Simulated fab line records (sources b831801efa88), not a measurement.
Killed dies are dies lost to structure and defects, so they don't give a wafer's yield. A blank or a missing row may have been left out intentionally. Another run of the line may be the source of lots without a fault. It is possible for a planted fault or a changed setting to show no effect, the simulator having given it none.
One fault seen from 2 desks ; flow sfq-line ; each desk has only its own numbers; what lay behind them comes last

== DESK OF THE TOOL OWNER: rie-metal-01 ==
The tool's own readings at SFQ_TRILAYER_M5_ETCH_METAL_ETCH_126 (etches Nb in Cl2/BCl3, stops on SiO2, time 203.2 s, target depth 265 nm): means of the sampled wafers that have a number, for each lot that ran on this tool. Any lot whose mean is over 4 standard deviations away from the usual mean is out of limits and marked OUT; that distance is given in the brackets.
Columns: A = drypump-motor-current-A at SFQ_TRILAYER_M5_ETCH_METAL_ETCH_126, usual 5.8 A; B = oes-product-au at SFQ_TRILAYER_M5_ETCH_METAL_ETCH_126, usual 0.728 a.u.; C = rf-fwd-power-W at SFQ_TRILAYER_M5_ETCH_METAL_ETCH_126, usual 597.5 W
lot;first seen here;A;B;C
L892;day 49 15:23;5.7;0.722;598.1
L893;day 50 16:41;5.8;0.730;595.0
L897;day 50 21:25;5.7;0.728;598.5
L898;day 54 20:58;5.8;0.724;598.9
L903;day 56 23:01;5.8;0.731;566.7 (-17) OUT
L911;day 63 22:52;5.7;0.729;597.9
L912;day 64 07:41;5.8;0.726;595.3
L915;day 69 14:58;5.8;0.728;598.0
Finding of this desk: L903 out of limits; the first was L903 at day 56 23:01, on rf-fwd-power-W at SFQ_TRILAYER_M5_ETCH_METAL_ETCH_126. L892, L893, L897, L898, L911, L912, L915: within limits.

== THE METROLOGY DESK ==
Lot by lot, what the gauges showed, no matter which tool ran the lot: averages of those sampled wafers that carry a number. Any lot whose mean is over 4 standard deviations away from the usual mean is out of limits and marked OUT; that distance is given in the brackets.
Columns: A = I3_BOW at SFQ_I3_BOW_MEAS_922, usual 2 um; B = M5_OVL at SFQ_M5_OVL_MEAS_932, usual 0 nm
lot;first seen here;A;B
L892;day 37 07:14;9;3
L893;day 37 17:26;-3;-1
L897;day 38 23:25;1;3
L898;day 39 19:49;3;-2
L899;day 40 09:50;-4;-2
L903;day 41 09:50;7;-3
L908;day 42 15:53;4;-5
L909;day 43 10:43;12;10
L910;day 43 13:45;-1;-9
L911;day 43 23:33;6;10
L912;day 44 05:33;-2;9
L913;day 49 16:52;-4;-9
L915;day 51 11:50;2;-4
Finding of this desk: none of the 13 lots has anything out of limits.

== PUT TOGETHER ==
The tool owner's desk could have raised an alarm at day 56 23:01, on L903.
The metrology desk saw nothing out of limits.
The metrology desk holds a record of L903, inside its limits.
SFQ_TRILAYER_M5_ETCH_METAL_ETCH_126 was run on rie-metal-01 by each of the lots named.

== WHAT HAD BEEN PUT IN BY THE SIMULATOR ==
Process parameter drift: rie-metal-01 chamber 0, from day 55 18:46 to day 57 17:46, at SFQ_TRILAYER_M5_ETCH_METAL_ETCH_126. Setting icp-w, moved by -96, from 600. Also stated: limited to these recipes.
Struck lots among those shown: L903.
How many hours passed from the start of the fault until each desk's first out-of-limits reading: the tool owner's desk, 28.
